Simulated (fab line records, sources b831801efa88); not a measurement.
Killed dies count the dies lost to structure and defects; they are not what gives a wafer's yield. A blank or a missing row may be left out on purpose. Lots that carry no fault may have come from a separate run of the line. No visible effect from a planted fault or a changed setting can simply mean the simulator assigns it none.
Chamber matching	flow sky130	rie diel-02 running SKY_SONOS_ONO_ETCH_15: 4 sister chambers
The step etches the open film in CHF3/O2, target depth 19.52 nm, time 7.8 s. 8 wafers are shown with their chamber, then 8 later ones without.

== EACH WAFER AND ITS CHAMBER ==
wafer	chamber	drypump motor current A (A)	rf fwd power W (W)
L227.1	1	6.5	590
L227.6	2	6.2	600
L233.2	2	6.3	600
L238.6	0	5.8	595
L239.1	3	5.2	601
L239.2	0	5.8	598
L239.3	1	6.5	590
L241.1	3	5.2	597

== WAFERS MISSING THEIR CHAMBER ==
wafer	drypump motor current A (A)	rf fwd power W (W)
L241.3	6.2	599
L241.6	6.5	591
L247.2	6.3	600
L247.4	6.2	601
L247.5	5.8	595
L248.3	5.8	594
L248.4	5.8	597
L248.5	6.2	597

== CHAMBER TAKEN BY EACH ==
wafer	from the rows above	in truth
L241.3	2	2
L241.6	1	1
L247.2	2	2
L247.4	2	2
L247.5	0	0
L248.3	0	0
L248.4	0	0
L248.5	2	2
Correct placement for 8 of the 8. Left unplaced by these rows: 0. Wrongly placed: 0.
How it was worked out, from the rows above alone: a wafer's distance from a chamber is the root of the sum, over the readings, of the square of ((its reading less the chamber's mean) divided by the reading's scatter). The wafer belongs to the nearest chamber; if the next one is less than 2 further off, it can't be placed. A chamber's mean is the mean of its shown wafers. The scatter: take each reading less its chamber's mean, square it, sum over the shown wafers, divide by the number of wafers less the number of chambers, and take the root.
